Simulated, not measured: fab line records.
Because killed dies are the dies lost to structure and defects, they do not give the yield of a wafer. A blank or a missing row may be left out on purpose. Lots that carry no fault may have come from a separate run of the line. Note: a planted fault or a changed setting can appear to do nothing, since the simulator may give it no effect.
Comparing a struck lot with a sound one :: flow sky130 :: 30 out of 708 route steps
Sound: wafers L225.1, L225.2, L225.3. Struck: wafers L234.1, L234.2, L234.4. Last of all comes the cause.
Per side, at each step with rows, come the tool, then ch with its chambers, and then its first start. Under that, the readings that differ: sound wafers :: struck wafers :: difference of the means :: sigmas: that difference in standard deviations of wafers without a fault.
alike: readings whose means differ by less than 2 such deviations, and words and numbers that are the same on both sides. not compared: withheld readings, readings that some wafer has no value for, bounds like >300 that may hide the same value, and numbers for which the record gives no deviation and whose values overlap.
The two part at a step that has a row with sigmas, a row that says differs or no value, or rows on one side only. Non-overlapping numbers with no deviation appear without sigmas and do not part them. A reading missing from all wafers of one side parts the sides only when that side holds two or more wafers.

first, 9 steps without rows for these wafers: SKY_SD_P_EXPOSE_04 (exposes mask PSDM, target cd 380 nm); SKY_SD_P_PEB_05; SKY_SD_P_DEVELOP_06 (develop time 60 s); SKY_SD_P_IMPLANT_09; SKY_SD_P_STRIP_10 (strips in O2/N2); SKY_RES_XHIGH_DEHYDRATE_00 (time 60 s); SKY_RES_XHIGH_HMDS_01 (prime time 60 s); SKY_RES_XHIGH_COAT_02 (resist thk 1140 nm); SKY_RES_XHIGH_SOFTBAKE_03 (time 60 s).
SKY_RES_XHIGH_EXPOSE_04: exposes mask URPM, target cd 1270 nm.
  sound on iline_stepper-01 ch 0, day 28 13:08; struck on iline_stepper-01 ch 0, day 31 15:05
reading: model.RES_XHIGH.overlay_x_nm (nm)
sound: 0.1662 0.1662 0.1662
struck: 231.4 231.4 231.4
difference: +231.2
sigmas: 
  alike: mask
then, 19 steps without rows for these wafers: SKY_RES_XHIGH_PEB_05; SKY_RES_XHIGH_DEVELOP_06 (develop time 60 s); SKY_RES_XHIGH_IMPLANT_07; SKY_RES_XHIGH_STRIP_08 (strips in O2/N2); SKY_SD_N_DEHYDRATE_00 (time 60 s); SKY_SD_N_HMDS_01 (prime time 60 s); SKY_SD_N_COAT_02 (resist thk 1140 nm); SKY_SD_N_SOFTBAKE_03 (time 60 s); SKY_SD_N_EXPOSE_04 (exposes mask NSDM, target cd 380 nm); SKY_SD_N_PEB_05; SKY_SD_N_DEVELOP_06 (develop time 60 s); SKY_SD_N_IMPLANT_09; SKY_SD_N_IMPLANT_10; SKY_SD_N_STRIP_11 (strips in O2/N2); SKY_SD_N_CLEAN_13 (cleans in SC1/SC2, time 150 s); SKY_SD_N_RTA_14 (time 2 s); SKY_SALICIDE_CLEAN_00 (cleans in HF-last, time 30 s); SKY_LI_CONTACT_HDPCVD_00 (deposits PSG, target thk 930 nm, time 155 s); SKY_LI_CONTACT_CMP_02 (polishes PSG).
-- the record jumps here: 18 days lie between the struck wafers' starts before and after (it left off in module LI_CONTACT and takes up again in module PAD_OPEN, whose first step shown is number 708 of the route) --
SKY_PAD_OPEN_PROBE_99:
  sound: prober-02 at day 47 11:58; struck: prober-02 at day 49 11:55
reading: killed_at_other
sound: 0 1 0
struck: 8 6 9
difference: +7
sigmas: +12

reading: model.etest.res_xhigh_po.line_ohm_um
sound: 6120 5894 5942
struck: 6280 6502 6370
difference: +399
sigmas: 

reading: model.etest.res_xhigh_po.width_nm (nm)
sound: 346.6 345.8 351.6
struck: 316 317.7 318.3
difference: -31
sigmas: 
  alike: killed_at_M0_to_M3, killed_at_M4_up, killed_at_contacts, killed_at_front_end, killed_dies, killed_open, killed_short

== WHERE THEY PART ==
At SKY_PAD_OPEN_PROBE_99 and nowhere else, as far as this record goes.

WHY: what the simulator had put in
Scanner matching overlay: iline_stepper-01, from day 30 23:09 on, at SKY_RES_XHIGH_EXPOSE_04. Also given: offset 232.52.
